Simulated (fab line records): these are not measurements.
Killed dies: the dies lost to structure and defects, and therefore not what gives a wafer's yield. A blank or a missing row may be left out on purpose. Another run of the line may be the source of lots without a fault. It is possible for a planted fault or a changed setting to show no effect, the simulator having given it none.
Which tool is to blame? | flow sky130 | 12 lots with 36 wafers sampled at 3 steps, on a route of 708 steps

WHAT THE GAUGES READ, wafer by wafer
SKY_CONTACT_THK_MEAS_03.
lot  | measured     | on            | CONTACT_HDPCVD_THK (nm)
L883 | day 30 12:30 | film-metro-04 | 563 565 566
L894 | day 34 05:07 | film-metro-04 | 571 565 582
L895 | day 34 13:01 | film-metro-02 | 578 580 576
L897 | day 35 03:22 | film-metro-01 | 569 575 566
L898 | day 35 19:44 | film-metro-04 | 579 566 573
L900 | day 36 04:40 | film-metro-02 | 576 578 569
L901 | day 36 06:31 | film-metro-04 | 572 580 575
L902 | day 36 17:59 | film-metro-02 | 573 571 574
L903 | day 36 23:22 | film-metro-01 | 564 567 564
L904 | day 37 11:07 | film-metro-01 | 573 570 570
L905 | day 38 01:10 | film-metro-02 | 568 569 574
L906 | day 38 07:55 | film-metro-04 | 556 573 562

WHICH TOOL RAN EACH LOT (tool, then ch and the chambers of the sampled wafers, then the start)
lot  | SKY_SD_P_STRIP_10                    | SKY_LI_CONTACT_SPUTTER_20
L883 | plasma-asher-03 ch 0,1, day 25 13:48 | pvd-sputter-01, day 29 06:35
L894 | plasma-asher-01 ch 0,1, day 29 12:30 | pvd-sputter-01, day 33 01:00
L895 | plasma-asher-04 ch 0,1, day 29 19:29 | pvd-sputter-01, day 33 08:35
L897 | plasma-asher-01 ch 0,1, day 30 13:11 | pvd-sputter-04, day 33 23:52
L898 | plasma-asher-03 ch 0,1, day 31 04:07 | pvd-sputter-04, day 34 14:33
L900 | plasma-asher-03 ch 0,1, day 31 14:08 | pvd-sputter-02, day 35 00:31
L901 | plasma-asher-04 ch 0,1, day 31 16:29 | pvd-sputter-02, day 35 01:41
L902 | plasma-asher-01 ch 0,1, day 32 02:46 | pvd-sputter-04, day 35 13:37
L903 | plasma-asher-04 ch 0,1, day 32 09:41 | pvd-sputter-01, day 35 19:52
L904 | plasma-asher-03 ch 0,1, day 32 21:45 | pvd-sputter-01, day 36 07:02
L905 | plasma-asher-03 ch 0,1, day 33 12:11 | pvd-sputter-02, day 36 21:04
L906 | plasma-asher-03 ch 0,1, day 33 20:14 | pvd-sputter-04, day 37 04:28
- SKY_SD_P_STRIP_10: strips in O2/N2.
- SKY_LI_CONTACT_SPUTTER_20: material TiN, target thk 20 nm, time 80 s.

AS READ BY THE TOOLS THEMSELVES (means over the sampled wafers that have a number; for cases with no such wafer, the mark the record gives instead)
SKY_SD_P_STRIP_10.
lot  | tool            | chamber-pressure-mTorr (mTorr) | drypump-motor-current-A (A) | oes-product-au (a.u.) | strip-time-to-endpoint-s (s)
L883 | plasma-asher-03 | 1500.7                         | 6.01                        | 0.618                 | 17.54
L894 | plasma-asher-01 | 1500.1                         | 5.70                        | 0.622                 | 17.50
L895 | plasma-asher-04 | 1500.3                         | 6.13                        | 0.613                 | 17.54
L897 | plasma-asher-01 | 1499.5                         | 5.67                        | 0.622                 | 17.48
L898 | plasma-asher-03 | 1499.9                         | 5.86                        | 0.617                 | 17.46
L900 | plasma-asher-03 | 1499.1                         | 5.85                        | 0.615                 | 17.49
L901 | plasma-asher-04 | 1500.6                         | 6.15                        | 0.618                 | 17.53
L902 | plasma-asher-01 | 1500.9                         | 5.60                        | 0.616                 | 17.50
L903 | plasma-asher-04 | 1500.3                         | 6.20                        | 0.617                 | 17.45
L904 | plasma-asher-03 | 1499.6                         | 6.02                        | 0.619                 | 17.48
L905 | plasma-asher-03 | 1501.3                         | 5.88                        | 0.621                 | 17.49
L906 | plasma-asher-03 | 1499.0                         | 5.88                        | 0.621                 | 17.57

SKY_LI_CONTACT_SPUTTER_20.
lot  | tool           | chamber-pressure-pa (Pa) | throttle-valve-pct (%)
L883 | pvd-sputter-01 | 4.993                    | 27.4
L894 | pvd-sputter-01 | 4.751                    | 29.5
L895 | pvd-sputter-01 | 4.757                    | 29.5
L897 | pvd-sputter-04 | 4.992                    | 29.6
L898 | pvd-sputter-04 | 5.002                    | 30.3
L900 | pvd-sputter-02 | 5.003                    | 30.6
L901 | pvd-sputter-02 | 4.998                    | 30.7
L902 | pvd-sputter-04 | 4.998                    | 29.9
L903 | pvd-sputter-01 | 4.996                    | 28.5
L904 | pvd-sputter-01 | 4.989                    | 28.3
L905 | pvd-sputter-02 | 4.988                    | 30.7
L906 | pvd-sputter-04 | 4.983                    | 30.1

THE ANSWER, worked out from the rows above alone
Rule: usual is defined by the lots themselves. The widest of any qualifying gaps counts: lots, ordered by their means at a reading, are off when they make up no more than a third of the lots, leave a main group of 4 or more, and stand apart from it by 3 or more times the standard deviation of that group's means. A main group whose means are all the same, to the digits that the tables above print for the reading, isn't used. A lot without any number at a reading at which 4 lots or more have one is off too. The other lots that the step has rows for count as sound. First the gauges in route order, then the tools' own readings, where a lot's mean is used as printed above. The first step at which some lot is off is used, and at that step the reading that is off furthest; a lot without a number counts as furthest.
Off, at SKY_LI_CONTACT_SPUTTER_20 on chamber-pressure-pa: L894, L895. The main group: mean 4.994 Pa, standard deviation 0.0061.
A tool fits if, at that step or a process step before it, it ran every lot that is off, and no sound lot after the first of them. Of those tried, none fits.

WHAT THE SIMULATOR HAD PUT IN
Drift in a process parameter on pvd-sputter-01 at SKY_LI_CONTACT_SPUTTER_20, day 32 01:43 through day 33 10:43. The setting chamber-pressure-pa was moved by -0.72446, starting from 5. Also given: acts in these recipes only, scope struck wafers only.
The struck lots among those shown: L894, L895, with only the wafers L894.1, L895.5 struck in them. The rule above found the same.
